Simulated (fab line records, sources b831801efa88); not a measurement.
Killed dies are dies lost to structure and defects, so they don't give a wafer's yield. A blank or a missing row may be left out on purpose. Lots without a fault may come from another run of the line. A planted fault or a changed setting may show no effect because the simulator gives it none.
Which tool did it? | flow gf180mcu | 13 lots, 39 wafers sampled, at 5 steps of a route of 602

WHAT THE GAUGES READ, wafer by wafer
GF_STI_THK_MEAS_22.
lot  | measured    | on            | STI_OXIDATION_01_THK (nm)
L175 | day 2 03:20 | film_metro-04 | 15.1 15.0 15.1
L176 | day 2 08:02 | film_metro-03 | 14.7 14.8 14.6
L180 | day 3 08:28 | film_metro-02 | 14.9 14.8 14.9
L182 | day 3 16:13 | film_metro-02 | 14.6 14.7 14.5
L184 | day 4 01:37 | film_metro-02 | 14.9 14.7 14.8
L185 | day 4 06:40 | film_metro-03 | 14.8 14.8 14.8
L186 | day 4 12:20 | film_metro-04 | 15.4 15.3 15.4
L187 | day 4 20:49 | film_metro-02 | 15.2 15.5 15.1
L188 | day 4 23:23 | film_metro-03 | 14.4 14.5 14.5
L189 | day 5 03:44 | film_metro-04 | 15.1 15.0 15.2
L190 | day 5 11:39 | film_metro-02 | 15.0 14.9 15.3
L192 | day 5 19:09 | film_metro-04 | 15.4 15.4 15.2
L197 | day 6 20:32 | film_metro-04 | 15.6 15.5 15.5

GF_VT_IMPLANT_OVL_MEAS_07.
lot  | measured     | on         | VT_IMPLANT_OVL (nm)
L175 | day 5 14:29  | overlay-01 | -2.0 -2.9 -3.1
L176 | day 5 20:28  | overlay-02 | 1.5 0.1 -1.6
L180 | day 7 01:31  | overlay-01 | 0.1 -1.9 -1.4
L182 | day 7 11:19  | overlay-01 | -2.8 -2.2 -0.4
L184 | day 7 23:25  | overlay-01 | 0.9 -0.9 0.2
L185 | day 8 05:52  | overlay-02 | 0.6 1.5 -1.9
L186 | day 8 17:13  | overlay-02 | 2.0 1.7 0.7
L187 | day 9 00:16  | overlay-01 | -1.3 -2.0 0.7
L188 | day 9 02:58  | overlay-01 | -0.1 -0.7 -0.2
L189 | day 9 04:31  | overlay-01 | 1.1 -0.3 0.6
L190 | day 9 14:07  | overlay-02 | 0.2 0.8 -0.2
L192 | day 9 22:34  | overlay-01 | 0.2 -2.1 -2.3
L197 | day 11 07:11 | overlay-01 | -1.4 0.3 -1.1

WHICH TOOL RAN EACH LOT (tool, then ch and the chambers of the sampled wafers, then the start)
lot  | GF_LVPWELL_COAT_02               | GF_LVPWELL_STRIP_10                 | GF_MVSD_STRIP_10
L175 | litho_track-03 ch 0, day 3 12:47 | plasma_asher-01 ch 0,1, day 3 19:59 | plasma_asher-03 ch 0,1, day 4 09:44
L176 | litho_track-03 ch 0, day 3 18:04 | plasma_asher-02 ch 0,1, day 4 01:57 | plasma_asher-02 ch 0,1, day 4 15:56
L180 | litho_track-04 ch 0, day 4 21:20 | plasma_asher-04 ch 0,1, day 5 04:42 | plasma_asher-03 ch 0,1, day 5 19:15
L182 | litho_track-02 ch 0, day 5 04:38 | plasma_asher-01 ch 0, day 5 12:47   | plasma_asher-01 ch 0,1, day 6 03:39
L184 | litho_track-04 ch 0, day 5 15:53 | plasma_asher-01 ch 0,1, day 5 23:55 | plasma_asher-02 ch 0,1, day 6 15:54
L185 | litho_track-04 ch 0, day 5 21:50 | plasma_asher-02 ch 0,1, day 6 06:06 | plasma_asher-01 ch 0,1, day 6 21:36
L186 | litho_track-02 ch 0, day 6 07:16 | plasma_asher-01 ch 0,1, day 6 16:01 | plasma_asher-01 ch 0,1, day 7 07:48
L187 | litho_track-04 ch 0, day 6 14:23 | plasma_asher-02 ch 0,1, day 6 22:40 | plasma_asher-02 ch 0,1, day 7 14:48
L188 | litho_track-02 ch 0, day 6 16:58 | plasma_asher-01 ch 1, day 7 00:27   | plasma_asher-01 ch 0,1, day 7 17:13
L189 | litho_track-04 ch 0, day 6 20:14 | plasma_asher-02 ch 0,1, day 7 04:04 | plasma_asher-02 ch 0,1, day 7 19:58
L190 | litho_track-02 ch 0, day 7 03:29 | plasma_asher-04 ch 0,1, day 7 12:29 | plasma_asher-01 ch 0,1, day 8 04:37
L192 | litho_track-02 ch 0, day 7 12:29 | plasma_asher-01 ch 0,1, day 7 20:41 | plasma_asher-01 ch 0,1, day 8 12:43
L197 | litho_track-03 ch 0, day 8 16:47 | plasma_asher-04 ch 0,1, day 9 01:38 | plasma_asher-01 ch 0,1, day 9 19:09
- GF_LVPWELL_COAT_02: resist thk 3000 nm.
- GF_LVPWELL_STRIP_10: strips in O2/N2.
- GF_MVSD_STRIP_10: strips in O2/N2.

WHAT THE TOOLS THEMSELVES READ (means of the sampled wafers that have a number; where no wafer has one, the mark that the record gives instead)
GF_LVPWELL_STRIP_10.
lot  | tool            | drypump_motor_current_A (A) | heater_power_w (W) | oes_product_au (a.u.) | strip_time_to_endpoint_s (s)
L175 | plasma_asher-01 | 5.5                         | 385                | 0.721                 | 36.94
L176 | plasma_asher-02 | 5.7                         | 337                | 0.723                 | 37.12
L180 | plasma_asher-04 | 5.0                         | 322                | 0.723                 | 36.95
L182 | plasma_asher-01 | 5.6                         | 421                | 0.719                 | 36.97
L184 | plasma_asher-01 | 5.5                         | 383                | 0.722                 | 37.02
L185 | plasma_asher-02 | 6.2                         | 338                | 0.723                 | 37.01
L186 | plasma_asher-01 | 5.5                         | 343                | 0.723                 | 37.04
L187 | plasma_asher-02 | 6.2                         | 333                | 0.725                 | 36.90
L188 | plasma_asher-01 | 5.4                         | 306                | 0.723                 | 36.98
L189 | plasma_asher-02 | 5.7                         | 341                | 0.725                 | 36.84
L190 | plasma_asher-04 | 5.4                         | 308                | 0.718                 | 27.78
L192 | plasma_asher-01 | 5.5                         | 346                | 0.719                 | 27.81
L197 | plasma_asher-04 | 5.0                         | 318                | 0.723                 | 37.03

GF_MVSD_STRIP_10.
lot  | tool            | drypump_motor_current_A (A) | heater_power_w (W) | oes_product_au (a.u.) | strip_time_to_endpoint_s (s)
L175 | plasma_asher-03 | 5.9                         | 344                | 0.716                 | 36.95
L176 | plasma_asher-02 | 5.7                         | 347                | 0.724                 | 36.98
L180 | plasma_asher-03 | 5.9                         | 344                | 0.722                 | 37.06
L182 | plasma_asher-01 | 5.5                         | 379                | 0.722                 | 37.07
L184 | plasma_asher-02 | 5.7                         | 348                | 0.725                 | 36.85
L185 | plasma_asher-01 | 5.5                         | 346                | 0.721                 | 37.19
L186 | plasma_asher-01 | 5.4                         | 347                | 0.724                 | 36.85
L187 | plasma_asher-02 | 6.2                         | 339                | 0.724                 | 37.03
L188 | plasma_asher-01 | 5.5                         | 383                | 0.720                 | 36.98
L189 | plasma_asher-02 | 6.2                         | 344                | 0.724                 | 37.00
L190 | plasma_asher-01 | 5.5                         | 387                | 0.718                 | 36.77
L192 | plasma_asher-01 | 5.5                         | 386                | 0.718                 | 37.03
L197 | plasma_asher-01 | 5.5                         | 385                | 0.717                 | 37.01

THE ANSWER, worked out from the rows above alone
Rule: what is usual is taken from the lots themselves. Put in order of their means at a reading, lots are off if they are a third of the lots or fewer, leave a main group of 4 or more, and stand apart from it by a gap of 3 or more times the standard deviation of the main group's means; of several such gaps the widest counts. A main group whose means are all the same, to the digits that the tables above print for the reading, isn't used. A lot without any number at a reading at which 4 lots or more have one is off too. The other lots that the step has rows for count as sound. The gauges are gone through in route order, then the tools' own readings, and for those a lot's mean is taken as printed above. The first step at which some lot is off is used, and at that step the reading that is off furthest; a lot without a number counts as furthest.
Off: L190, L192, at GF_LVPWELL_STRIP_10 (strip_time_to_endpoint_s). The main group: mean 36.98 s, standard deviation 0.072.
A tool fits if, at that step or a process step before it, it ran every lot that is off, and no sound lot after the first of them. One fits: litho_track-02 at GF_LVPWELL_COAT_02. Its last sound lot is L188 (day 6 16:58), its first lot that is off L190 (day 7 03:29): a fault that began between those two fits.

WHAT THE SIMULATOR HAD PUT IN
Process parameter drift: litho_track-02, from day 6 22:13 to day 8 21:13, at GF_LVPWELL_COAT_02. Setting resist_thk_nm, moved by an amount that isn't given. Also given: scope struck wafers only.
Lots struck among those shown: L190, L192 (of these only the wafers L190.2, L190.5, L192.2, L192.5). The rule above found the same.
